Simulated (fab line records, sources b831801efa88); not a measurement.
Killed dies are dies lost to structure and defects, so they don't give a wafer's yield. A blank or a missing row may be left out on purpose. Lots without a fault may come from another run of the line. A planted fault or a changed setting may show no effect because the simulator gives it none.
Chamber matching | flow gf180mcu | GF_POLY_GATE_ETCH_12 on rie_diel-01: 4 sister chambers
The step etches BARC in N2/H2. 20 wafers are shown with their chamber, then 10 later ones without.

WAFERS WITH THEIR CHAMBER
wafer  | chamber | drypump_motor_current_A (A) | throttle_valve_pct (%) | oes_product_au (a.u.)
L947.1 | 1       | 5.8                         | 13.225                 | 0.735
L947.4 | 1       | 5.8                         | 13.207                 | 0.736
L947.5 | 0       | 6.5                         | 13.197                 | 0.729
L948.3 | 3       | 5.8                         | 13.200                 | 0.740
L948.4 | 1       | 5.7                         | 13.228                 | 0.735
L948.6 | 0       | 6.5                         | 13.207                 | 0.734
L949.2 | 1       | 5.8                         | 13.219                 | 0.729
L949.3 | 3       | 5.8                         | 13.209                 | 0.734
L949.5 | 1       | 5.8                         | 13.209                 | 0.728
L951.4 | 3       | 5.8                         | 13.229                 | 0.742
L951.5 | 2       | 5.5                         | 13.223                 | 0.732
L951.6 | 1       | 5.8                         | 13.221                 | 0.743
L952.2 | 0       | 6.5                         | 13.219                 | 0.746
L952.4 | 3       | 5.8                         | 13.222                 | 0.741
L952.5 | 0       | 6.5                         | 13.192                 | 0.739
L955.1 | 1       | 5.8                         | 13.237                 | 0.735
L955.3 | 2       | 5.4                         | 13.222                 | 0.729
L955.4 | 3       | 5.8                         | 13.213                 | 0.734
L956.1 | 2       | 5.4                         | 13.229                 | 0.737
L956.3 | 3       | 5.8                         | 13.225                 | 0.734

SIGNATURES (means of the wafers above)
reading                 | chamber 0 | chamber 1 | chamber 2 | chamber 3 | scatter within a chamber
drypump_motor_current_A | 6.500     | 5.786     | 5.433     | 5.800     | 0.0309
throttle_valve_pct      | 13.20375  | 13.22086  | 13.22467  | 13.21633  | 0.0104
oes_product_au          | 0.73700   | 0.73443   | 0.73267   | 0.73750   | 0.00509
Rule: a wafer's distance from a chamber is the root of the sum, over the readings, of the square of ((its reading less the chamber's mean) divided by the reading's scatter). The wafer belongs to the nearest chamber; if the next one is less than 2 further off, it can't be placed. The scatter: the root of (the sum of the squares of (reading less its chamber's mean) over the shown wafers, divided by (wafers less chambers)).

WAFERS WITHOUT THEIR CHAMBER
wafer  | drypump_motor_current_A (A) | throttle_valve_pct (%) | oes_product_au (a.u.)
L956.5 | 5.8                         | 13.218                 | 0.744
L959.2 | 6.5                         | 13.193                 | 0.736
L959.3 | 5.8                         | 13.222                 | 0.737
L959.5 | 5.8                         | 13.239                 | 0.738
L965.1 | 5.7                         | 13.203                 | 0.737
L965.2 | 6.5                         | 13.204                 | 0.743
L965.4 | 5.8                         | 13.223                 | 0.734
L966.2 | 5.8                         | 13.216                 | 0.736
L966.5 | 5.8                         | 13.208                 | 0.729
L966.6 | 6.5                         | 13.211                 | 0.727

WHICH CHAMBER EACH WENT THROUGH
wafer  | from the rows above     | in truth
L956.5 | can't be placed: 3 or 1 | 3
L959.2 | 0                       | 0
L959.3 | can't be placed: 3 or 1 | 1
L959.5 | can't be placed: 1 or 3 | 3
L965.1 | can't be placed: 1 or 3 | 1
L965.2 | 0                       | 0
L965.4 | can't be placed: 1 or 3 | 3
L966.2 | can't be placed: 3 or 1 | 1
L966.5 | can't be placed: 1 or 3 | 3
L966.6 | 0                       | 0
Placed correctly: 3 of 10. Can't be placed from these rows: 7 (the true chamber is among the candidates in 7). Placed wrongly: 0.
